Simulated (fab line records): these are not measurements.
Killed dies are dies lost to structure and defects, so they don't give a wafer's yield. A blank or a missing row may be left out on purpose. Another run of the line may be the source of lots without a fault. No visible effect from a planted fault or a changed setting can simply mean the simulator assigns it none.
A struck lot beside a sound one || flow sky130 || 14 steps out of a route of 708
Sound: the wafers L595.2, L595.3, L595.6. Struck: wafers L606.3, L606.4, L606.5. The cause is named last.
Per side, at each step with rows, come the tool, then ch with its chambers, and then its first start. Under that, the readings that differ: sound wafers || struck wafers || difference of the means || sigmas: that difference in standard deviations of wafers without a fault.
alike: a reading whose means differ by less than 2 such deviations, as well as words and numbers matching on both sides. not compared: withheld readings; readings where some wafer has no value; bounds like >300 that might hide an equal value; numbers whose values overlap and for which the record gives no deviation.
The two part at a step that has a row with sigmas, a row that says differs or no value, or rows on one side only. Numbers that don't overlap but have no deviation are shown without sigmas and don't part them. Lack of a reading on every wafer of one side parts them only where that side has two or more wafers.

first, 5 steps without rows for these wafers: SKY_SONOS_ONO_COAT_08 (resist thk 1140 nm); SKY_SONOS_ONO_SOFTBAKE_09 (time 60 s); SKY_SONOS_ONO_EXPOSE_10 (exposes mask ONOM, target cd 410 nm); SKY_SONOS_ONO_PEB_11; SKY_SONOS_ONO_DEVELOP_12 (develop time 60 s).
SKY_SONOS_ONO_CD_MEAS_13 targets a cd of 410 nm.
  sound: cd_sem-01 at day 13 20:07; struck: cd_sem-01 at day 17 07:23
  alike: cd_nm
SKY_SONOS_ONO_OVL_MEAS_14:
  sound: overlay-01 at day 13 20:13; struck: overlay-02 at day 17 07:29
  alike: SONOS_ONO_OVL
SKY_SONOS_ONO_ETCH_15: etches the open film in CHF3/O2, target depth 19.52 nm, time 7.8 s.
  sound on rie_diel-03 ch 1,2, day 13 20:15; struck on rie_diel-02 ch 1,2,3, day 17 07:31
{"reading": "throttle_valve_pct (%)", "sound": "8.842 8.840 8.838", "struck": "8.823 8.829 8.812", "difference": -0.019, "sigmas": -2}
  alike: drypump_motor_current_A, oes_product_au
  not compared: rf_hours_counter_h
then, 1 step without rows for these wafers: SKY_SONOS_ONO_WET_ETCH_16 (etches SiO2 in dHF, target depth 14 nm, time 280 s).
SKY_SONOS_ONO_STRIP_17: strips in O2/N2.
  sound on plasma_asher-01 ch 0,1, day 13 20:22; struck on plasma_asher-02 ch 0,1, day 17 07:39
{"reading": "strip_time_to_endpoint_s (s)", "sound": "14.23 14.14 14.19", "struck": "14.06 14.08 14.05", "difference": -0.12, "sigmas": -3}
  alike: drypump_motor_current_A, oes_product_au
  not compared: rf_hours_counter_h
then, 2 steps without rows for these wafers: SKY_SONOS_ONO_WET_ETCH_18 (etches Si3N4 in H3PO4, target depth 15 nm, time 172 s); SKY_GATE_OXIDE_CLEAN_00 (cleans in SC1/SC2, time 150 s).
SKY_GATE_OXIDE_OXIDATION_01: stabilise 600 s, purge 300 s, target thk 10.268 nm.
  struck on furnace-01, day 17 10:25; sound on furnace-01 ch 0, day 13 20:34
  no value came back on the struck wafers for ox_temp_c (C), ox_temp_c_max; on the sound wafers ox_temp_c (C) reads 899.5 899.8 899.8
then, 1 step without rows for these wafers: SKY_GATE_OXIDE_DEHYDRATE_03 (time 60 s).

== WHERE THEY PART ==
Last at SKY_GATE_OXIDE_OXIDATION_01 as far as this record goes, first at SKY_SONOS_ONO_ETCH_15.

WHY: whatever the simulator had introduced
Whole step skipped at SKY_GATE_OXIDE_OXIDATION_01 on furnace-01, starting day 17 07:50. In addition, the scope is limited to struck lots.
